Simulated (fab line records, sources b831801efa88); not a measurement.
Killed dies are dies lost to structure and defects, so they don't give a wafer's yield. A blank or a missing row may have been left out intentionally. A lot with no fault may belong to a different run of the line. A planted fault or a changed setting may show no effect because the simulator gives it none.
Which of the tools did it?    flow sky130    12 lots, 36 wafers sampled, at 5 steps of a route of 708

== WHAT THE GAUGES SHOWED, per wafer ==
SKY_METAL2_RS_MEAS_05: the measuring method here is four-point-probe.
lot   measured      on             METAL2_ALCU_RS (ohm/sq)
L702  day 34 15:06  film-metro-04  0.1293 0.1268 0.1277
L703  day 34 16:59  film-metro-02  0.1259 0.1257 0.1252
L705  day 35 14:45  film-metro-04  0.1262 0.1238 0.1267
L706  day 35 20:40  film-metro-03  0.1255 0.1277 0.1265
L707  day 35 21:01  film-metro-02  0.1251 0.1238 0.1258
L709  day 36 09:23  film-metro-04  0.1280 0.1270 0.1259
L708  day 36 11:17  film-metro-04  0.1276 0.1273 0.1266
L711  day 37 05:16  film-metro-04  0.1247 0.1266 0.1263
L718  day 39 08:07  film-metro-02  0.1274 0.1294 0.1291
L722  day 40 03:48  film-metro-04  0.1283 0.1284 0.1284
L723  day 40 16:00  film-metro-03  0.1273 0.1285 0.1293
L724  day 41 00:06  film-metro-02  0.1279 0.1272 0.1281

SKY_VIA2_THK_MEAS_01.
lot   measured      on             VIA2_HDPCVD_THK (nm)
L702  day 35 18:18  film-metro-02  1160 1152 1177
L703  day 35 20:25  film-metro-04  1175 1168 1164
L705  day 36 18:01  film-metro-04  1178 1174 1188
L706  day 36 23:37  film-metro-01  1198 1200 1182
L707  day 37 00:35  film-metro-02  1200 1188 1192
L709  day 37 12:49  film-metro-04  1765 1760 1759
L708  day 37 14:45  film-metro-01  1768 1781 1778
L711  day 38 07:53  film-metro-04  1774 1771 1774
L718  day 40 10:10  film-metro-04  1166 1177 1186
L722  day 41 05:24  film-metro-02  1167 1178 1174
L723  day 41 16:41  film-metro-04  1185 1190 1182
L724  day 42 01:08  film-metro-04  1178 1175 1159

== EACH LOT AND THE TOOL THAT RAN IT (in order: tool; ch and the chambers of the sampled wafers; start) ==
lot   SKY_METAL2_SPUTTER_02         SKY_METAL2_STRIP_20                   SKY_VIA2_HDPCVD_00
L702  pvd-sputter-04, day 34 15:01  plasma-asher-03 ch 1, day 35 17:35    hdpcvd-01 ch 0,2, day 35 18:11
L703  pvd-sputter-02, day 34 16:52  plasma-asher-03 ch 0,1, day 35 19:37  hdpcvd-02 ch 1,2, day 35 20:13
L705  pvd-sputter-04, day 35 14:38  plasma-asher-02 ch 0,1, day 36 17:13  hdpcvd-02 ch 1,2, day 36 17:49
L706  pvd-sputter-02, day 35 20:34  plasma-asher-03 ch 0,1, day 36 22:50  hdpcvd-01 ch 1,2, day 36 23:29
L707  pvd-sputter-03, day 35 20:55  plasma-asher-01 ch 0,1, day 36 23:47  hdpcvd-02 ch 0,2, day 37 00:28
L709  pvd-sputter-04, day 36 09:18  plasma-asher-02 ch 0,1, day 37 12:05  hdpcvd-02 ch 0,1,2, day 37 12:41
L708  pvd-sputter-02, day 36 11:11  plasma-asher-02 ch 0,1, day 37 14:01  hdpcvd-02 ch 1,2, day 37 14:37
L711  pvd-sputter-03, day 37 05:10  plasma-asher-03 ch 0,1, day 38 07:10  hdpcvd-02 ch 0,1, day 38 07:46
L718  pvd-sputter-04, day 39 08:01  plasma-asher-03 ch 0, day 40 09:24    hdpcvd-01 ch 0,2, day 40 10:02
L722  pvd-sputter-02, day 40 03:41  plasma-asher-03 ch 0,1, day 41 04:40  hdpcvd-01 ch 1,2, day 41 05:16
L723  pvd-sputter-02, day 40 15:55  plasma-asher-02 ch 0,1, day 41 15:55  hdpcvd-01 ch 0,1, day 41 16:33
L724  pvd-sputter-02, day 40 23:59  plasma-asher-03 ch 0,1, day 42 00:20  hdpcvd-01 ch 0,1,2, day 42 00:59
- SKY_METAL2_SPUTTER_02: material AlCu, target thk 250 nm, time 13.3 s.
- SKY_METAL2_STRIP_20: strips in O2/N2.
- SKY_VIA2_HDPCVD_00: deposits SiO2, target thk 1180 nm, time 196.7 s.

== WHAT THE TOOLS THEMSELVES READ (means of the sampled wafers that have a number; where no wafer has one, the mark that the record gives instead) ==
SKY_METAL2_SPUTTER_02.
lot   tool            throttle-valve-pct (%)
L702  pvd-sputter-04  31.2
L703  pvd-sputter-02  29.5
L705  pvd-sputter-04  31.4
L706  pvd-sputter-02  30.4
L707  pvd-sputter-03  30.4
L709  pvd-sputter-04  30.4
L708  pvd-sputter-02  30.4
L711  pvd-sputter-03  31.1
L718  pvd-sputter-04  30.7
L722  pvd-sputter-02  30.3
L723  pvd-sputter-02  30.4
L724  pvd-sputter-02  29.9

SKY_METAL2_STRIP_20.
lot   tool             drypump-motor-current-A (A)  oes-product-au (a.u.)  strip-time-to-endpoint-s (s)
L702  plasma-asher-03  6.2                          0.343                  2.58
L703  plasma-asher-03  5.9                          0.341                  2.72
L705  plasma-asher-02  5.7                          0.339                  2.65
L706  plasma-asher-03  5.6                          0.333                  2.61
L707  plasma-asher-01  5.3                          0.339                  2.69
L709  plasma-asher-02  5.7                          0.343                  2.70
L708  plasma-asher-02  5.4                          0.343                  2.72
L711  plasma-asher-03  5.9                          0.337                  2.60
L718  plasma-asher-03  5.2                          0.346                  2.74
L722  plasma-asher-03  5.6                          0.349                  2.76
L723  plasma-asher-02  5.4                          0.338                  2.68
L724  plasma-asher-03  5.9                          0.339                  2.66

SKY_VIA2_HDPCVD_00.
lot   tool       sih4-flow-sccm (sccm)
L702  hdpcvd-01  59.92
L703  hdpcvd-02  59.98
L705  hdpcvd-02  59.74
L706  hdpcvd-01  59.83
L707  hdpcvd-02  60.09
L709  hdpcvd-02  89.98
L708  hdpcvd-02  90.23
L711  hdpcvd-02  89.98
L718  hdpcvd-01  59.86
L722  hdpcvd-01  60.03
L723  hdpcvd-01  59.96
L724  hdpcvd-01  59.99

== THE ANSWER, worked out from the rows above alone ==
Rule: the usual values come from the lots themselves. The widest of any qualifying gaps counts: lots, ordered by their means at a reading, are off when they make up no more than a third of the lots, leave a main group of 4 or more, and stand apart from it by 3 or more times the standard deviation of that group's means. A main group is skipped when, at the precision printed for the reading in the tables above, its means are all equal. A lot without any number at a reading at which 4 lots or more have one is off too. Any other lot the step has rows for is counted as sound. After the gauges, taken in route order, come the tools' own readings; for these a lot's mean is taken, as printed above. The first step at which some lot is off is used, and at that step the reading that is off furthest; a lot without a number counts as furthest.
Off: L709, L708, L711, seen at SKY_VIA2_THK_MEAS_01 (VIA2_HDPCVD_THK). The main group: mean 1178 nm, standard deviation 10.
If a tool, at a process step before that reading, ran all the lots that are off and no sound lot after the first of them, it fits. Not tried: the gauges at SKY_VIA2_THK_MEAS_01; whatever is off there is also off at SKY_VIA2_HDPCVD_00, on other tools, and gauge error can't account for it. One candidate fits, namely hdpcvd-02 at SKY_VIA2_HDPCVD_00. Its last sound lot is L707 (day 37 00:28), its first lot that is off L709 (day 37 12:41): a fault that began between those two fits.
On the lots that are off, the tool's own readings at SKY_VIA2_HDPCVD_00 differ by more than 5 times the standard deviation of the sound lots' means, which bears it out; sih4-flow-sccm reads 90.06 sccm there versus 59.93 sccm on the sound lots.

== WHAT THE SIMULATOR HAD PUT IN ==
Process parameters drifting: hdpcvd-02 at SKY_VIA2_HDPCVD_00, beginning at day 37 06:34. A move of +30 in setting sih4-flow-sccm, from 60. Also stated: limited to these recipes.
Struck lots among those shown: L709, L708, L711. The same result came from the rule above.
